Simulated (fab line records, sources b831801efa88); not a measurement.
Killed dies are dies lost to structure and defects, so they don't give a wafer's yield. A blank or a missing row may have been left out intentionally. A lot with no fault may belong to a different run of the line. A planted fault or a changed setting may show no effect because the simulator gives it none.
The tool behind it: which one? | flow gf180mcu | Sampling: 13 lots, 39 wafers, 2 of 602 route steps

## WHAT THE GAUGES READ, wafer by wafer
GF_MIM_THK_MEAS_06.
lot  | measured     | on           | MIM_CVD_05_THK (nm)
L722 | day 24 11:34 | filmMetro-03 | 41.6 42.0 42.4
L723 | day 25 00:38 | filmMetro-03 | 40.2 41.5 42.1
L724 | day 25 09:12 | filmMetro-03 | 42.3 42.3 42.0
L725 | day 25 12:16 | filmMetro-02 | 42.1 41.2 41.1
L726 | day 25 18:11 | filmMetro-02 | 41.5 41.4 42.2
L727 | day 26 03:34 | filmMetro-03 | 42.0 42.3 43.1
L729 | day 26 15:49 | filmMetro-02 | 41.8 42.7 42.2
L730 | day 27 06:01 | filmMetro-01 | 41.8 42.8 42.6
L734 | day 28 14:26 | filmMetro-01 | 41.7 42.6 41.9
L739 | day 29 22:38 | filmMetro-03 | 42.1 42.5 41.6
L740 | day 30 03:52 | filmMetro-03 | 41.2 41.7 41.4
L742 | day 30 18:46 | filmMetro-03 | 41.2 42.4 42.1
L745 | day 31 10:20 | filmMetro-03 | 41.9 42.1 42.1

## WHAT TOOL EACH LOT RAN ON (gives the tool, then ch and the chambers of the sampled wafers, and finally the start)
lot  | GF_M2_SPUTTER_01
L722 | pvdSputter-03, day 18 04:53
L723 | pvdSputter-03, day 18 17:12
L724 | pvdSputter-03, day 19 03:47
L725 | pvdSputter-02, day 19 08:29
L726 | pvdSputter-03, day 19 15:10
L727 | pvdSputter-02, day 20 01:26
L729 | pvdSputter-02, day 20 16:30
L730 | pvdSputter-03, day 21 06:54
L734 | pvdSputter-03, day 22 23:07
L739 | pvdSputter-02, day 24 10:12
L740 | pvdSputter-03, day 24 17:17
L742 | pvdSputter-03, day 25 10:38
L745 | pvdSputter-03, day 26 04:54
- GF_M2_SPUTTER_01: material TiN, target thk 30 nm, time 25 s.

## AS READ BY THE TOOLS THEMSELVES (means over the sampled wafers that have a number; for cases with no such wafer, the mark the record gives instead)
GF_M2_SPUTTER_01.
lot  | tool          | throttleValvePct (%)
L722 | pvdSputter-03 | 29.9
L723 | pvdSputter-03 | 29.7
L724 | pvdSputter-03 | 29.9
L725 | pvdSputter-02 | 30.4
L726 | pvdSputter-03 | 29.5
L727 | pvdSputter-02 | 30.8
L729 | pvdSputter-02 | 30.4
L730 | pvdSputter-03 | 30.0
L734 | pvdSputter-03 | 29.6
L739 | pvdSputter-02 | 29.7
L740 | pvdSputter-03 | 29.9
L742 | pvdSputter-03 | 29.5
L745 | pvdSputter-03 | 29.8

## THE ANSWER, worked out from the rows above alone
Rule: the lots themselves supply what counts as usual. The widest of any qualifying gaps counts: lots, ordered by their means at a reading, are off when they make up no more than a third of the lots, leave a main group of 4 or more, and stand apart from it by 3 or more times the standard deviation of that group's means. Not used: any main group whose means are identical at the precision the tables above print for the reading. Also off: a lot with no number at a reading for which 4 or more lots have one. The other lots that the step has rows for count as sound. First the gauges in route order, then the tools' own readings, where a lot's mean is used as printed above. At the first step where some lot is off, the reading lying furthest off is the one used; lots without a number count as furthest.
No lot is off on any of the readings shown, so nothing can be concluded from this.

## WHAT WAS PUT IN BY THE SIMULATOR
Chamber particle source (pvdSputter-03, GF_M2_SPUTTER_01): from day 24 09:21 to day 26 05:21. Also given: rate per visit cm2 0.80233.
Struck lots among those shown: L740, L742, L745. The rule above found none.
